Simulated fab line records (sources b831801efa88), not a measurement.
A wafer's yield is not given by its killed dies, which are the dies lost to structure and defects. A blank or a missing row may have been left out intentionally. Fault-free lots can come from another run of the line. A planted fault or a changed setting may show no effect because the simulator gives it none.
What tool caused it? -- flow gf180mcu -- 39 wafers from 13 lots sampled at 4 of the route's 602 steps

WHAT THE GAUGES SHOWED, per wafer
GF_V5_THK_MEAS_01.
lot,measured,on,V5_CVD_00_THK (nm)
L507,day 26 08:57,film-metro-04,289 288 282
L508,day 26 18:43,film-metro-02,286 286 282
L509,day 27 00:10,film-metro-01,284 286 283
L511,day 27 17:07,film-metro-02,284 287 282
L512,day 28 00:01,film-metro-01,283 286 287
L513,day 28 10:47,film-metro-01,286 282 287
L514,day 28 18:19,film-metro-04,289 289 285
L517,day 29 14:47,film-metro-02,289 289 289
L519,day 30 08:42,film-metro-01,287 294 289
L523,day 31 09:24,film-metro-02,286 287 290
L525,day 31 14:38,film-metro-01,288 283 286
L526,day 32 03:31,film-metro-02,287 287 287
L529,day 32 12:32,film-metro-02,283 283 290

GF_PASSIVATION_BOW_MEAS_14.
lot,measured,on,PASSIVATION_BOW (um)
L507,day 29 04:34,film-metro-03,127 131 138
L508,day 29 10:13,film-metro-01,126 115 115
L509,day 29 17:54,film-metro-04,133 127 131
L511,day 30 07:16,film-metro-03,127 134 124
L512,day 30 13:44,film-metro-04,121 125 125
L513,day 31 01:01,film-metro-01,154 146 135
L514,day 31 06:22,film-metro-03,129 136 128
L517,day 32 02:04,film-metro-03,126 124 135
L519,day 32 17:14,film-metro-01,135 142 148
L523,day 33 15:41,film-metro-01,127 134 123
L525,day 33 20:34,film-metro-01,135 135 140
L526,day 34 08:10,film-metro-01,140 143 131
L529,day 34 16:58,film-metro-01,116 135 128

WHICH TOOL RAN EACH LOT (tool, then ch and the chambers of the sampled wafers, then the start)
lot,GF_M1_SPUTTER_03,GF_MIM_STRIP_20
L507,"pvd-sputter-01, day 16 06:03","plasma-asher-02 ch 0, day 25 10:31"
L508,"pvd-sputter-02, day 16 17:34","plasma-asher-03 ch 0,1, day 25 20:55"
L509,"pvd-sputter-01, day 16 21:33","plasma-asher-03 ch 0,1, day 26 02:12"
L511,"pvd-sputter-03, day 17 19:15","plasma-asher-04 ch 0,1, day 26 20:23"
L512,"pvd-sputter-02, day 17 23:38","plasma-asher-03 ch 0,1, day 27 02:19"
L513,"pvd-sputter-02, day 18 14:45","plasma-asher-02 ch 0,1, day 27 13:46"
L514,"pvd-sputter-03, day 19 01:19","plasma-asher-04 ch 0,1, day 27 21:59"
L517,"pvd-sputter-03, day 20 02:41","plasma-asher-02 ch 1, day 28 18:22"
L519,"pvd-sputter-02, day 21 01:35","plasma-asher-02 ch 0,1, day 29 12:31"
L523,"pvd-sputter-02, day 22 07:25","plasma-asher-02 ch 0,1, day 30 13:52"
L525,"pvd-sputter-02, day 22 17:19","plasma-asher-02 ch 0,1, day 30 20:22"
L526,"pvd-sputter-02, day 23 07:46","plasma-asher-02 ch 0,1, day 31 09:10"
L529,"pvd-sputter-01, day 23 21:27","plasma-asher-02 ch 0,1, day 31 18:59"
- GF_M1_SPUTTER_03: material Ti, target thk 10 nm, time 6.7 s.
- GF_MIM_STRIP_20: strips in O2/N2.

WHAT THE TOOLS THEMSELVES READ (means of the sampled wafers that have a number; where no wafer has one, the mark that the record gives instead)
GF_M1_SPUTTER_03.
lot,tool,throttle-valve-pct (%)
L507,pvd-sputter-01,30.2
L508,pvd-sputter-02,30.6
L509,pvd-sputter-01,30.2
L511,pvd-sputter-03,29.6
L512,pvd-sputter-02,30.1
L513,pvd-sputter-02,31.0
L514,pvd-sputter-03,29.4
L517,pvd-sputter-03,28.8
L519,pvd-sputter-02,30.9
L523,pvd-sputter-02,29.2
L525,pvd-sputter-02,30.9
L526,pvd-sputter-02,29.7
L529,pvd-sputter-01,30.1

GF_MIM_STRIP_20.
lot,tool,drypump-motor-current-A (A),heater-power-w (W),oes-product-au (a.u.),strip-time-to-endpoint-s (s)
L507,plasma-asher-02,5.6,320,0.699,11.44
L508,plasma-asher-03,6.4,339,0.705,11.42
L509,plasma-asher-03,6.2,326,0.697,11.44
L511,plasma-asher-04,6.0,339,0.697,11.41
L512,plasma-asher-03,6.2,326,0.700,11.35
L513,plasma-asher-02,5.8,326,0.699,11.41
L514,plasma-asher-04,5.4,350,0.700,11.41
L517,plasma-asher-02,6.2,353,0.700,11.42
L519,plasma-asher-02,5.8,332,0.700,11.38
L523,plasma-asher-02,6.0,336,0.697,11.43
L525,plasma-asher-02,6.0,341,0.701,11.43
L526,plasma-asher-02,5.8,332,0.704,11.39
L529,plasma-asher-02,5.8,332,0.703,11.50

THE ANSWER, worked out from the rows above alone
Rule: usual is defined by the lots themselves. Put in order of their means at a reading, lots are off if they are a third of the lots or fewer, leave a main group of 4 or more, and stand apart from it by a gap of 3 or more times the standard deviation of the main group's means; of several such gaps the widest counts. The tables above print the reading to a certain number of digits; a main group whose means all agree to those digits is not used. A lot without any number at a reading at which 4 lots or more have one is off too. The other lots that the step has rows for count as sound. First the gauges in route order, then the tools' own readings, where a lot's mean is used as printed above. At the first step where some lot is off, the reading lying furthest off is the one used; lots without a number count as furthest.
No lot is off on any of the readings shown, so nothing can be concluded from this.

WHAT THE SIMULATOR HAD PUT IN
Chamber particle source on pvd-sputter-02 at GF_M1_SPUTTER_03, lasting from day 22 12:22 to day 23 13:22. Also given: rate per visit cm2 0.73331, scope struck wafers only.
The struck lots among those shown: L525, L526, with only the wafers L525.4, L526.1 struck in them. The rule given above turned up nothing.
